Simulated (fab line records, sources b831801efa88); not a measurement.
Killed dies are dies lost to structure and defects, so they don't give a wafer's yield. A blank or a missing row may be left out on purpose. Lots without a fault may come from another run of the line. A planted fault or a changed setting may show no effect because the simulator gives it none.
Problem report in the 8D (eight disciplines) form, filled by code | flow sky130 | the parts of the form that need people (team, actions taken, sign-off) are left out

1. THE PROBLEM
bias_w at SKY_FIELD_ISO_ETCH_14 reads a mean of 108.66 W on 6 wafers of 2 lots; wafers without a fault read 99.98 W with a standard deviation of 0.29. That is +30 standard deviations from the usual mean.
The step: etches BARC in N2/H2, stops on SiO2, time 44.48 s, target depth 60 nm.
First seen on wafer L475.1, day 6 12:43, on rie_diel-04. The record holds 36 wafers of 12 lots with a number at this step. Rule for "out", or "out of limits": more than 4 standard deviations from the usual mean. The other wafers with a number count as sound.

2. WHAT IT IS AND WHAT IT IS NOT
question                    | is                     | is not
which readings at this step | bias_w                 | h2_flow_sccm, throttle_valve_pct
which lots                  | L475, L476             | L456, L457, L461, L462, L463, L466, L467, L469, L471, L474
which wafers of those lots  | all that have a number | -
read on which tools         | rie_diel-04            | rie_diel-01, rie_diel-03
when                        | from day 6 12:43       | up to then (30 sound wafers)

3. SUSPECTS, AND WHAT RULES EACH OUT
Counting: a tool at a process step up to the reading stays a suspect if it ran every lot that is out and no sound lot after the first of them.
- rie_diel-04 at SKY_FIELD_ISO_ETCH_14 (etches BARC in N2/H2, stops on SiO2, time 44.48 s, target depth 60 nm): kept. It ran every lot that is out, first L475 (day 6 12:43), and no sound lot after that; its last sound lot up to then is L471 (day 5 19:50). Its own readings are out on those wafers: bias_w.
Left after counting: rie_diel-04 at SKY_FIELD_ISO_ETCH_14.

4. THE CAUSE (what the simulator had put in)
Process parameter drift: rie_diel-04, from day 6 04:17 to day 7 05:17, at SKY_FIELD_ISO_ETCH_14. Setting bias_w, moved by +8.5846, from 100. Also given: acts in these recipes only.
Counting left only this tool.

5. THE CHAIN OF EFFECTS, in route order
Each row: a reading whose mean over the struck wafers that have a number lies more than 3 standard deviations from the usual. Only readings for which the record gives a usual standard deviation are gone through. hours: the time from each lot's start at the first step in this table that gives one to its start at this step, as a median over the lots. sigmas: the change in usual standard deviations.
hours | step                  | reading | usual   | on struck wafers | change | sigmas
0     | SKY_FIELD_ISO_ETCH_14 | bias_w  | 99.98 W | 108.66           | +8.67  | +30
The process steps in it:
- SKY_FIELD_ISO_ETCH_14: etches BARC in N2/H2, stops on SiO2, time 44.48 s, target depth 60 nm.
Later measuring or inspecting steps at which every struck wafer that the step has a row for has a number for every such reading, and none has moved that far: SKY_LI_CONTACT_OVL_MEAS_13, SKY_CONTACT_BOW_MEAS_05.

6. WHAT WOULD HAVE CAUGHT IT SOONER
In this record the first reading out of limits was taken at day 6 12:43, 8 hours after the fault began at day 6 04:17.
